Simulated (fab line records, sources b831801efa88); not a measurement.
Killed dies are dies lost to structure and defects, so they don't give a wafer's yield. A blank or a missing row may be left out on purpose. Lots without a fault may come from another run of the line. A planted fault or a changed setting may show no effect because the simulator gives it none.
Problem report in the 8D (eight disciplines) form, filled by code | flow sky130 | the parts of the form that need people (team, actions taken, sign-off) are left out

1. THE PROBLEM
LDD_HVN_TW at SKY_LDD_HVN_TW_MEAS_10 reads a mean of 242 on 6 wafers of 2 lots; wafers without a fault read 1444 with a standard deviation of 11. That is -99 or more standard deviations from the usual mean.
First seen on wafer L636.1, day 26 07:56, on film_metro-01. The record holds 42 wafers of 14 lots with a number at this step. Rule for "out", or "out of limits": more than 4 standard deviations from the usual mean. The other wafers with a number count as sound.

2. WHAT IT IS AND WHAT IT IS NOT
question                    | is                           | is not
which readings at this step | LDD_HVN_TW                   | -
which lots                  | L636, L639                   | L624, L626, L627, L629, L631, L632, L633, L634, L635, L638, L645, L646
which wafers of those lots  | all that have a number       | -
read on which gauges        | film_metro-01, film_metro-02 | film_metro-03
when                        | from day 26 07:56            | up to then (30 sound wafers); but 6 sound wafers of L645, L646 came after

3. SUSPECTS, AND WHAT RULES EACH OUT
Counting: a tool at a process step up to the reading stays a suspect if it ran every lot that is out and no sound lot after the first of them.
- the gauge at SKY_LDD_HVN_TW_MEAS_10: ruled out. The wafers that are out were read on 2 gauges (film_metro-01, film_metro-02).
- litho_track-03 at SKY_LDD_HVN_DEVELOP_06 (develop time 60 s): kept. It ran every lot that is out, first L636 (day 26 07:30), and no sound lot after that; its last sound lot up to then is L633 (day 24 05:54).
Left after counting: litho_track-03 at SKY_LDD_HVN_DEVELOP_06.

4. THE CAUSE (what the simulator had put in)
Process parameter drift: litho_track-03, from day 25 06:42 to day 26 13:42, at SKY_LDD_HVN_DEVELOP_06. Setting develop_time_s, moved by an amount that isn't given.
Counting left only this tool.

5. THE CHAIN OF EFFECTS, in route order
Each row: a reading whose mean over the struck wafers that have a number lies more than 3 standard deviations from the usual. Only readings for which the record gives a usual standard deviation are gone through. hours: the time from each lot's start at the first step in this table that gives one to its start at this step, as a median over the lots. sigmas: the change in usual standard deviations.
hours | step                   | reading             | usual | on struck wafers | change | sigmas
0     | SKY_LDD_HVN_TW_MEAS_10 | LDD_HVN_TW          | 1444  | 242              | -1202  | -99 or more
564   | SKY_PAD_OPEN_PROBE_99  | killed_at_front_end | 15    | 424              | +409   | +91
564   | SKY_PAD_OPEN_PROBE_99  | killed_dies         | 85    | 492              | +407   | +43
564   | SKY_PAD_OPEN_PROBE_99  | killed_on_rim       | 17    | 96               | +79    | +20
The process steps in it:
- SKY_PAD_OPEN_PROBE_99

6. WHAT WOULD HAVE CAUGHT IT SOONER
In this record the first reading out of limits at a measuring or inspecting step was taken at day 26 07:56, 25 hours after the fault began at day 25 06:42.
Of the lots that are out (2), L639 began SKY_LDD_HVN_DEVELOP_06 on litho_track-03 after day 26 07:56. A hold on the tool at that time would have spared it.
